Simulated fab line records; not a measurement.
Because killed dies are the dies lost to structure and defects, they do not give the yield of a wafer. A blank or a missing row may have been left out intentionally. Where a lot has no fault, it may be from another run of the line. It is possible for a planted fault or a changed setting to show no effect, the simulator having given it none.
One fault seen from 2 desks + flow gf180mcu + only its own numbers are on each desk; what lay behind them is given at the end

METROLOGY DESK
Lot by lot, what the gauges showed, no matter which tool ran the lot: averages of those sampled wafers that carry a number. A lot is out of limits, marked OUT, if its mean lies more than 4 standard deviations from the usual mean; the brackets give that distance.
Columns: A = PASSIVATION_CVD_00_THK at GF_PASSIVATION_THK_MEAS_01, usual 1002 nm; B = PASSIVATION_CVD_02_THK at GF_PASSIVATION_THK_MEAS_03, usual 697 nm
| lot  | first seen here | A    | B   |
|------|-----------------|------|-----|
| L171 | day 28 18:38    | 1003 | 693 |
| L173 | day 29 01:40    | 1009 | 696 |
| L180 | day 31 07:02    | 1035 | 687 |
| L182 | day 31 13:07    | 1005 | 699 |
| L183 | day 31 22:19    | 1002 | 702 |
| L186 | day 32 21:38    | 995  | 696 |
| L187 | day 32 23:58    | 1010 | 701 |
| L190 | day 33 16:55    | 995  | 684 |
| L189 | day 33 17:52    | 1004 | 700 |
| L192 | day 34 02:39    | 997  | 690 |
| L193 | day 34 06:52    | 998  | 691 |
This desk found nothing out of limits on any of the 11 lots.

THE TOOL OWNER'S DESK: pecvd-04
The tool's own readings at GF_PASSIVATION_CVD_00 (deposits SiO2 from TEOS, target thk 1000 nm, time 111.95 s): means of the sampled wafers that have a number, for each lot that ran on this tool. A lot is out of limits, marked OUT, if its mean lies more than 4 standard deviations from the usual mean; the brackets give that distance.
Columns: A = heaterPowerW at GF_PASSIVATION_CVD_00, usual 709 W; B = runLengthS at GF_PASSIVATION_CVD_00, usual 139.9 s
| lot  | first seen here | A   | B                |
|------|-----------------|-----|------------------|
| L173 | day 29 01:35    | 688 | 140.6            |
| L180 | day 31 06:58    | 632 | 143.5 (+7.9) OUT |
Finding of this desk: L180 out of limits; the first was L180 at day 31 06:58, on runLengthS at GF_PASSIVATION_CVD_00. L173 stayed within limits.

PUT TOGETHER
An alarm could have come from the tool owner's desk at day 31 06:58, on L180.
Nothing out of limits was seen by the metrology desk.
The metrology desk holds a record of L180, inside its limits.
All the named lots went through GF_PASSIVATION_CVD_00 on pecvd-04.

WHAT THE SIMULATOR HAD PUT IN
pecvd-04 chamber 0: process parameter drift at GF_PASSIVATION_CVD_00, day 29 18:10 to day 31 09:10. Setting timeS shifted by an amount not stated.
Shown lots that were struck: L180.
How many hours passed from the start of the fault until each desk's first out-of-limits reading: the tool owner's desk, 37.
